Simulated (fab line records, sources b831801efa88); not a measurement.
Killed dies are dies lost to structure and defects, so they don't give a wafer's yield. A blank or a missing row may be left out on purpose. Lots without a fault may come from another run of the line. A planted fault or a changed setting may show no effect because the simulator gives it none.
Which tool did it? | flow sky130 | 9 lots, 27 wafers sampled, at 6 steps of a route of 708

WHAT THE GAUGES READ, wafer by wafer
SKY_METAL2_RS_MEAS_05: measures by four-point-probe. Usual: METAL2_ALCU_RS 0.1234 ohm/sq, standard deviation 0.0015.
lot  | measured     | on            | METAL2_ALCU_RS (ohm/sq)                   | flag
L839 | day 35 01:13 | film_metro-04 | 0.1228 0.1221 0.1252                      |
L844 | day 38 05:13 | film_metro-02 | 0.1247 0.1258 0.1256                      |
L849 | day 38 10:06 | film_metro-04 | 0.1231 0.1261 0.1248 0.1231 0.1258 0.1246 |
L848 | day 38 10:43 | film_metro-02 | 0.1257 0.1267 0.1232 0.1256 0.1264 0.1231 |
L845 | day 38 10:25 | film_metro-02 | 0.1241 0.1261 0.1229 0.1245 0.1259 0.1227 |
L850 | day 38 11:04 | film_metro-02 | 0.1232 0.1221 0.1228                      |
L854 | day 39 06:52 | film_metro-02 | 0.1238 0.1246 0.1237                      |
L855 | day 39 19:34 | film_metro-02 | 0.1240 0.1253 0.1240                      |
L859 | day 41 14:59 | film_metro-03 | 0.1238 0.1209 0.1239                      |

SKY_METAL2_THK_MEAS_06: measures by xrf. Usual: METAL2_ALCU_THK 254 nm, standard deviation 3.1.
lot  | measured     | on            | METAL2_ALCU_THK (nm)    | flag
L839 | day 35 01:19 | film_metro-04 | 257 258 248             |
L844 | day 38 05:20 | film_metro-02 | 251 248 249             |
L849 | day 38 15:10 | film_metro-04 | 293 287 290 293 287 289 | OFF
L848 | day 38 13:09 | film_metro-02 | 289 286 293 287 285 294 | OFF
L845 | day 38 12:30 | film_metro-02 | 290 290 293 292 288 298 | OFF
L850 | day 38 11:11 | film_metro-02 | 252 254 253             |
L854 | day 39 06:58 | film_metro-02 | 254 252 256             |
L855 | day 39 19:41 | film_metro-02 | 254 250 254             |
L859 | day 41 15:07 | film_metro-03 | 253 260 252             |

WHICH TOOL RAN EACH LOT (tool, then ch and the chambers of the sampled wafers, then the start)
lot  | SKY_METAL1_STRIP_20                  | SKY_VIA1_ETCH_14                   | SKY_VIA1_SPUTTER_20          | SKY_METAL2_SPUTTER_04
L839 | plasma_asher-01 ch 0,1, day 33 20:22 | rie_diel-01 ch 0,2, day 34 23:43   | pvd_sputter-03, day 35 00:24 | pvd_sputter-04, day 35 01:07
L844 | plasma_asher-03 ch 0,1, day 37 00:07 | rie_diel-04 ch 0,3, day 38 03:43   | pvd_sputter-01, day 38 04:26 | pvd_sputter-04, day 38 05:10
L849 | plasma_asher-02 ch 0,1, day 37 05:19 | rie_diel-02 ch 0,2,3, day 38 08:37 | pvd_sputter-02, day 38 09:17 | pvd_sputter-04, day 38 10:02
L848 | plasma_asher-03 ch 0,1, day 37 05:56 | rie_diel-04 ch 0,2,3, day 38 09:14 | pvd_sputter-03, day 38 09:56 | pvd_sputter-03, day 38 10:40
L845 | plasma_asher-02 ch 1, day 37 06:16   | rie_diel-01 ch 0,1, day 38 08:58   | pvd_sputter-01, day 38 09:38 | pvd_sputter-02, day 38 10:22
L850 | plasma_asher-02 ch 0,1, day 37 06:35 | rie_diel-02 ch 0,1,3, day 38 09:35 | pvd_sputter-03, day 38 10:17 | pvd_sputter-04, day 38 11:01
L854 | plasma_asher-01 ch 0,1, day 38 02:33 | rie_diel-01 ch 0,1,3, day 39 05:23 | pvd_sputter-01, day 39 06:04 | pvd_sputter-04, day 39 06:47
L855 | plasma_asher-01 ch 0,1, day 38 15:42 | rie_diel-04 ch 1,2,3, day 39 18:07 | pvd_sputter-02, day 39 18:47 | pvd_sputter-02, day 39 19:31
L859 | plasma_asher-01 ch 0,1, day 40 12:10 | rie_diel-02 ch 0,1,3, day 41 13:28 | pvd_sputter-03, day 41 14:13 | pvd_sputter-03, day 41 14:56
- SKY_METAL1_STRIP_20: strips in O2/N2.
- SKY_VIA1_ETCH_14: etches BARC in N2/H2, stops on SiO2, time 45.9 s, target depth 60 nm.
- SKY_VIA1_SPUTTER_20: material TiN, target thk 20 nm, time 80 s.
- SKY_METAL2_SPUTTER_04: material TiN, target thk 70 nm, time 58.3 s.

WHAT THE TOOLS THEMSELVES READ (means of the sampled wafers that have a number; where no wafer has one, the mark that the record gives instead)
SKY_METAL1_STRIP_20. Usual: drypump_motor_current_A 5.28 A, standard deviation 0.26; n2_flow_sccm 300.1 sccm, standard deviation 0.86; oes_product_au 0.343 a.u., standard deviation 0.0056; strip_time_to_endpoint_s 2.70 s, standard deviation 0.071.
lot  | tool            | drypump_motor_current_A (A) | n2_flow_sccm (sccm) | oes_product_au (a.u.) | strip_time_to_endpoint_s (s) | flag
L839 | plasma_asher-01 | 5.34                        | 301.0               | 0.341                 | 2.71                         |
L844 | plasma_asher-03 | 5.35                        | 300.8               | 0.346                 | 2.74                         |
L849 | plasma_asher-02 | 5.32                        | 300.1               | 0.344                 | 2.75                         |
L848 | plasma_asher-03 | 5.37                        | 300.0               | 0.338                 | 2.75                         |
L845 | plasma_asher-02 | 4.92                        | 299.0               | 0.339                 | 2.64                         |
L850 | plasma_asher-02 | 5.32                        | 299.4               | 0.346                 | 2.71                         |
L854 | plasma_asher-01 | 5.13                        | 300.7               | 0.342                 | 2.66                         |
L855 | plasma_asher-01 | 5.34                        | 299.4               | 0.341                 | 2.63                         |
L859 | plasma_asher-01 | 5.14                        | 300.7               | 0.338                 | 2.61                         |

SKY_VIA1_ETCH_14. Usual: drypump_motor_current_A 5.6 A, standard deviation 0.49; h2_flow_sccm 200.0 sccm, standard deviation 0.57; n2_flow_sccm 100.0 sccm, standard deviation 0.35; oes_product_au 0.854 a.u., standard deviation 0.0046; throttle_valve_pct 13.225 %, standard deviation 0.0096.
lot  | tool        | drypump_motor_current_A (A) | h2_flow_sccm (sccm) | n2_flow_sccm (sccm) | oes_product_au (a.u.) | throttle_valve_pct (%) | flag
L839 | rie_diel-01 | 5.6                         | 200.6               | 99.6                | 0.856                 | 13.219                 |
L844 | rie_diel-04 | 5.2                         | 200.3               | 99.9                | 0.858                 | 13.228                 |
L849 | rie_diel-02 | 5.7                         | 199.7               | 100.2               | 0.854                 | 13.217                 |
L848 | rie_diel-04 | 5.5                         | 200.3               | 100.1               | 0.854                 | 13.227                 |
L845 | rie_diel-01 | 5.6                         | 199.9               | 99.9                | 0.853                 | 13.218                 |
L850 | rie_diel-02 | 6.0                         | 199.8               | 100.0               | 0.858                 | 13.230                 |
L854 | rie_diel-01 | 5.5                         | 199.6               | 100.0               | 0.854                 | 13.231                 |
L855 | rie_diel-04 | 5.8                         | 200.0               | 99.9                | 0.850                 | 13.214                 |
L859 | rie_diel-02 | 6.0                         | 200.0               | 100.2               | 0.849                 | 13.221                 |

SKY_VIA1_SPUTTER_20. Usual: cathode_dc_power_W 4000.0 W, standard deviation 0.68; chamber_pressure_pa 5.000 Pa, standard deviation 0.011; throttle_valve_pct 30.1 %, standard deviation 1.1.
lot  | tool           | cathode_dc_power_W (W) | chamber_pressure_pa (Pa) | throttle_valve_pct (%) | flag
L839 | pvd_sputter-03 | 4000.0                 | 4.999                    | 30.2                   |
L844 | pvd_sputter-01 | 4000.7                 | 4.998                    | 29.6                   |
L849 | pvd_sputter-02 | 4000.3                 | 5.009                    | 29.2                   |
L848 | pvd_sputter-03 | 3999.5                 | 4.999                    | 30.3                   |
L845 | pvd_sputter-01 | 4000.0                 | 5.003                    | 30.5                   |
L850 | pvd_sputter-03 | 3999.6                 | 5.003                    | 30.6                   |
L854 | pvd_sputter-01 | 4000.0                 | 4.993                    | 30.3                   |
L855 | pvd_sputter-02 | 4000.0                 | 4.998                    | 29.1                   |
L859 | pvd_sputter-03 | 4000.8                 | 4.993                    | 30.3                   |

SKY_METAL2_SPUTTER_04. Usual: cathode_dc_power_W 6500.0 W, standard deviation 1.2; chamber_pressure_pa 0.3999 Pa, standard deviation 0.00077; throttle_valve_pct 30.1 %, standard deviation 1.
lot  | tool           | cathode_dc_power_W (W) | chamber_pressure_pa (Pa) | throttle_valve_pct (%) | flag
L839 | pvd_sputter-04 | 6500.6                 | 0.4002                   | 30.8                   |
L844 | pvd_sputter-04 | 6500.3                 | 0.3997                   | 30.3                   |
L849 | pvd_sputter-04 | -                      | -                        | -                      | OFF
L848 | pvd_sputter-03 | -                      | -                        | -                      | OFF
L845 | pvd_sputter-02 | -                      | -                        | -                      | OFF
L850 | pvd_sputter-04 | 6500.5                 | 0.3996                   | 30.5                   |
L854 | pvd_sputter-04 | 6500.5                 | 0.3997                   | 30.0                   |
L855 | pvd_sputter-02 | 6500.8                 | 0.4001                   | 29.2                   |
L859 | pvd_sputter-03 | 6500.1                 | 0.4000                   | 30.4                   |

THE ANSWER, worked out from the rows above alone
Rule: a lot is off if the mean of its wafers that have a number lies more than 3 standard deviations from the usual mean. A lot without any number at a reading at which 4 lots or more have one is off too. The other lots that the step has rows for count as sound. The gauges are gone through in route order, then the tools' own readings, and for those a lot's mean is taken as printed above. The first step at which some lot is off is used, and at that step the reading that is off furthest; a lot without a number counts as furthest.
Off: L849, L848, L845, at SKY_METAL2_THK_MEAS_06 (METAL2_ALCU_THK).
A tool fits if, at a process step before that reading, it ran every lot that is off, and no sound lot after the first of them. The gauges at SKY_METAL2_THK_MEAS_06 aren't tried: what is off there is off at SKY_METAL2_SPUTTER_04 too, on other tools, and a gauge's error can't cause that. None of those tried fits.

WHAT THE SIMULATOR HAD PUT IN
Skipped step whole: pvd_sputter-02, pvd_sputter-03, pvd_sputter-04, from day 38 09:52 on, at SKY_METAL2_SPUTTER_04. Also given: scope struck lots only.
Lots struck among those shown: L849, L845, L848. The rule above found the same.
